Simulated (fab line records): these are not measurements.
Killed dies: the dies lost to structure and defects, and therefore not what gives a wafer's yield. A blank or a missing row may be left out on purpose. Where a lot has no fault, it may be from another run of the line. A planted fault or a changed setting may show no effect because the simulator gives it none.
2 desks, one fault | flow gf180mcu | every desk sees just its own numbers, and what lay behind them comes last

THE TOOL OWNER'S DESK: litho-track-03
The tool's own readings at GF_POLY_GATE_PEB_08 (peb time 90 s): means of the sampled wafers that have a number, for each lot that ran on this tool. If a lot's mean is further than 4 standard deviations from the usual mean, the lot is out of limits and carries the mark OUT (the distance appears in the brackets).
Columns: A = heater-power-total-W at GF_POLY_GATE_PEB_08, usual 85.70 W; B = resist-line-temp-C at GF_POLY_GATE_PEB_08, usual 23.00 C
lot  | first seen here | A               | B
L696 | day 10 11:03    | 87.19 (+19) OUT | 23.13
L698 | day 10 21:14    | 90.03 (+54) OUT | 23.04
L699 | day 11 06:48    | 87.89 (+27) OUT | 23.12
L715 | day 15 22:41    | 85.74           | 22.83
Finding of this desk: L696, L698, L699 out of limits; the first was L696 at day 10 11:03, on heater-power-total-W at GF_POLY_GATE_PEB_08. In limits: L715.

AT THE METROLOGY DESK
Lot by lot, what the gauges showed, no matter which tool ran the lot: averages of those sampled wafers that carry a number. If a lot's mean is further than 4 standard deviations from the usual mean, the lot is out of limits and carries the mark OUT (the distance appears in the brackets).
Columns: A = POLY_GATE_CVD_00_THK at GF_POLY_GATE_THK_MEAS_01, usual 199.5 nm; B = cd-nm at GF_POLY_GATE_CD_MEAS_10, usual 280.0 nm; C = POLY_GATE_OVL at GF_POLY_GATE_OVL_MEAS_11, usual -1 nm
lot  | first seen here | A     | B                | C
L696 | day 9 17:39     | 199.3 | 280.0            | -1
L698 | day 10 04:33    | 200.1 | 286.6 (+6.0) OUT | -2
L699 | day 10 13:32    | 200.3 | 280.9            | 4
L706 | day 12 10:54    | 201.4 | 281.1            | -3
L710 | day 13 17:14    | 199.1 | 279.5            | -7
L713 | day 14 14:05    | 197.4 | 279.1            | 5
L715 | day 15 01:53    | 199.9 | 279.5            | 3
Finding of this desk: L698 out of limits; the first was L698 at day 10 21:34, on cd-nm at GF_POLY_GATE_CD_MEAS_10. In limits: L696, L699, L706, L710, L713, L715.

BROUGHT TOGETHER
The tool owner's desk could have raised an alarm at day 10 11:03, on L696, L698, L699.
The metrology desk could have raised an alarm at day 10 21:34, on L698.
The metrology desk has L696, L699 on record, within its limits.
On litho-track-03, each named lot ran GF_POLY_GATE_PEB_08.

WHAT HAD BEEN PUT IN BY THE SIMULATOR
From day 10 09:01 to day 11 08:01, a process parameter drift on litho-track-03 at GF_POLY_GATE_PEB_08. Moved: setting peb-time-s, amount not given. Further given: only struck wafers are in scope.
Shown lots that were struck: L696, L698, L699.
Delay (hours) between the fault's onset and each desk's first out-of-limits reading: 2 at the tool owner's desk, 13 at the metrology desk.
